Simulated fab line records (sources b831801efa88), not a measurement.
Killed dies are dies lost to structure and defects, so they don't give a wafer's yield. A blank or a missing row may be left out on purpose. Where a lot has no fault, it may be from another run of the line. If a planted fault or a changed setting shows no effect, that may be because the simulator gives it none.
2 desks, one fault / flow gf180mcu / each desk has only its own numbers; what lay behind them comes last

== AT THE TOOL OWNER'S DESK: krf-scanner-02 ==
The tool's own readings at GF_CONTACT_EXPOSE_11 (exposes mask Contact, target cd 220 nm): means of the sampled wafers that have a number, for each lot that ran on this tool. If a lot's mean is further than 4 standard deviations from the usual mean, the lot is out of limits and carries the mark OUT (the distance appears in the brackets).
Columns: A = exposure-dose-mJ-cm2 at GF_CONTACT_EXPOSE_11, usual 37.95; B = focus-offset-nm at GF_CONTACT_EXPOSE_11, usual 0.0 nm
lot=L480; first seen here=day 15 20:21; A=38.00; B=-0.1
lot=L482; first seen here=day 16 11:38; A=38.01; B=0.4
lot=L491; first seen here=day 20 06:00; A=37.95; B=-0.1
lot=L494; first seen here=day 21 04:15; A=37.98; B=0.1
lot=L495; first seen here=day 21 10:48; A=37.97; B=0.2
lot=L502; first seen here=day 23 18:54; A=37.96; B=0.1
Result from this desk: across the 6 lots, nothing is out of limits.

== METROLOGY DESK ==
Means of the sampled wafers that have a number, per lot and without regard to the tool the lot ran on: this is what the gauges read. If a lot's mean is further than 4 standard deviations from the usual mean, the lot is out of limits and carries the mark OUT (the distance appears in the brackets).
Columns: A = SALICIDE_TIN_THK at GF_SALICIDE_THK_MEAS_05, usual 20.35 nm; B = cd-nm at GF_CONTACT_CD_MEAS_14, usual 219.8 nm
lot=L479; first seen here=day 15 03:09; A=20.42; B=218.2
lot=L480; first seen here=day 15 08:11; A=20.49; B=221.6
lot=L481; first seen here=day 15 18:36; A=20.25; B=221.0
lot=L482; first seen here=day 15 23:18; A=20.32; B=221.9
lot=L483; first seen here=day 16 13:28; A=20.69; B=219.3
lot=L491; first seen here=day 19 16:43; A=20.20; B=218.5
lot=L494; first seen here=day 20 14:47; A=20.16; B=207.3 (-9.0) OUT
lot=L495; first seen here=day 20 21:59; A=20.12; B=214.8
lot=L499; first seen here=day 22 10:45; A=20.21; B=221.1
lot=L500; first seen here=day 22 11:38; A=19.94; B=219.7
lot=L501; first seen here=day 22 18:43; A=20.39; B=220.0
lot=L502; first seen here=day 23 06:15; A=20.34; B=219.6
Finding of this desk: L494 out of limits; the first was L494 at day 21 15:53, on cd-nm at GF_CONTACT_CD_MEAS_14. L479, L480, L481, L482, L483, L491, L495, L499, L500, L501, L502 stayed within limits.

== PUT TOGETHER ==
At day 21 15:53 the metrology desk could have sounded an alarm, on L494.
The tool owner's desk saw nothing out of limits.
Tool owner's desk: L494 on record, inside its limits.
Of the lots named, all ran GF_CONTACT_EXPOSE_11 on krf-scanner-02.

== WHAT WAS PUT IN BY THE SIMULATOR ==
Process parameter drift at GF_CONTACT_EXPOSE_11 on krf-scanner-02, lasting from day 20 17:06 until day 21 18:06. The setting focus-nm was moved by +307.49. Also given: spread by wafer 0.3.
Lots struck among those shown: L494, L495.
Hours from the fault's start to each desk's first reading out of limits: the metrology desk, 23.
